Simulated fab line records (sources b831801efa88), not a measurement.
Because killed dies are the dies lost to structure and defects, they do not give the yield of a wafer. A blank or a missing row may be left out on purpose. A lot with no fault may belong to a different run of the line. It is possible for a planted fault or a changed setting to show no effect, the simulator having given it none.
Comparing a struck lot with a sound one -- flow sky130 -- 15 steps out of a route of 708
Sound: the wafers L809.2, L809.3, L809.5. Struck: wafer L827.3 (left out: L827.4, L827.5 of the same lot, which were not struck); the cause appears at the end.
At each step with rows: each side's tool, then ch and its chambers, then its first start. Under that, the readings that differ: sound wafers -- struck wafers -- difference of the means -- sigmas: that difference in standard deviations of wafers without a fault.
alike: readings with means less than 2 such deviations apart, plus words and numbers identical on both sides. not compared: withheld readings, readings lacking a value on some wafer, bounds such as >300 that could conceal the same value, and numbers that have no deviation in the record and whose values overlap.
A row with sigmas, a row that says differs or no value, or rows on one side alone: a step with any of these is where the two part. Numbers that don't overlap but have no deviation are shown without sigmas and don't part them. Lack of a reading on every wafer of one side parts them only where that side has two or more wafers.

first, 3 steps without rows for these wafers: SKY_PASSIVATION_EXPOSE_08 (exposes mask NSM, target cd 3000 nm); SKY_PASSIVATION_PEB_09; SKY_PASSIVATION_DEVELOP_10 (develop time 60 s).
SKY_PASSIVATION_ETCH_11: etches the open film in CF4/O2, stops on AlCu, target depth 725 nm, time 161.1 s.
  sound on rie_diel-01 ch 1,2, day 45 00:55; struck on rie_diel-03 ch 3, day 49 00:55
  alike: bias_w, drypump_motor_current_A, oes_product_au, throttle_valve_pct
  not compared: rf_hours_counter_h
SKY_PASSIVATION_STRIP_12: strips in O2/N2.
  sound on plasma_asher-02 ch 0,1, day 45 01:02; struck on plasma_asher-02 ch 1, day 49 01:04
reading,sound,struck,difference,sigmas
oes_product_au (a.u.),0.653 0.663 0.649,0.668,+0.013,+3
  alike: drypump_motor_current_A, strip_time_to_endpoint_s
  not compared: rf_hours_counter_h
then, 7 steps without rows for these wafers: SKY_PAD_OPEN_DEHYDRATE_00 (time 60 s); SKY_PAD_OPEN_HMDS_01 (prime time 60 s); SKY_PAD_OPEN_COAT_02 (resist thk 3000 nm); SKY_PAD_OPEN_SOFTBAKE_03; SKY_PAD_OPEN_EXPOSE_04 (exposes mask PDM, target cd 60000 nm); SKY_PAD_OPEN_PEB_05; SKY_PAD_OPEN_DEVELOP_06 (develop time 60 s).
SKY_PAD_OPEN_ETCH_07: etches the open film in CF4/O2, stops on AlCu, target depth 725 nm, time 161.1 s.
  sound on rie_diel-04 ch 2,3, day 45 22:08; struck on rie_diel-01 ch 0, day 49 17:53
reading,sound,struck,difference,sigmas
oes_product_au (a.u.),0.976 0.970 0.979,0.816,-0.159,-21
throttle_valve_pct (%),5.975 5.964 5.954,5.921,-0.043,-5
model.etch.depth_nm (nm),696 703.2 703.2,519.4,-181.4,
model.PAD_OPEN.feature_depth_nm (nm),696 703.2 703.2,519.4,-181.4,
  alike: bias_w, drypump_motor_current_A
  not compared: rf_hours_counter_h
SKY_PAD_OPEN_STRIP_08: strips in O2/N2.
  sound on plasma_asher-02 ch 0,1, day 45 22:15; struck on plasma_asher-03 ch 0, day 49 18:01
  alike: drypump_motor_current_A, oes_product_au, strip_time_to_endpoint_s
  not compared: rf_hours_counter_h
SKY_PAD_OPEN_PROBE_99:
  sound on prober-02, day 46 00:33; struck on prober-02, day 49 20:17
reading,sound,struck,difference,sigmas
killed_at_M4_up,2 0 5,6,+4,+2
model.etest.tester.sort_n_pass,418 402 399,0,-406,
model.etest.tester.sort_yield_pct (%),84.96 81.71 81.1,0,-83,
model.etest.tester.sort_bin_5_pct (%),8.537 12.4 10.98,93.29,+82.65,
model.etest.diode_pwell_dnwell.under_floor,0 0 0,1,+1,
model.etest.cap_li_to_poly.open,0 0 0,1,+1,
model.etest.sonos_erased.open,0 0 0,1,+1,
model.etest.res_nwell.open,0 0 0,1,+1,
model.etest.cap_mim2.open,0 0 0,1,+1,
  alike: defect_limited_yield, killed_at_M0_to_M3, killed_at_contacts, killed_at_front_end, killed_at_other, killed_dies, killed_open, killed_short

## WHERE THEY PART
At SKY_PASSIVATION_STRIP_12 first; at SKY_PAD_OPEN_PROBE_99 last (within this record only).

WHY: what had been put in by the simulator
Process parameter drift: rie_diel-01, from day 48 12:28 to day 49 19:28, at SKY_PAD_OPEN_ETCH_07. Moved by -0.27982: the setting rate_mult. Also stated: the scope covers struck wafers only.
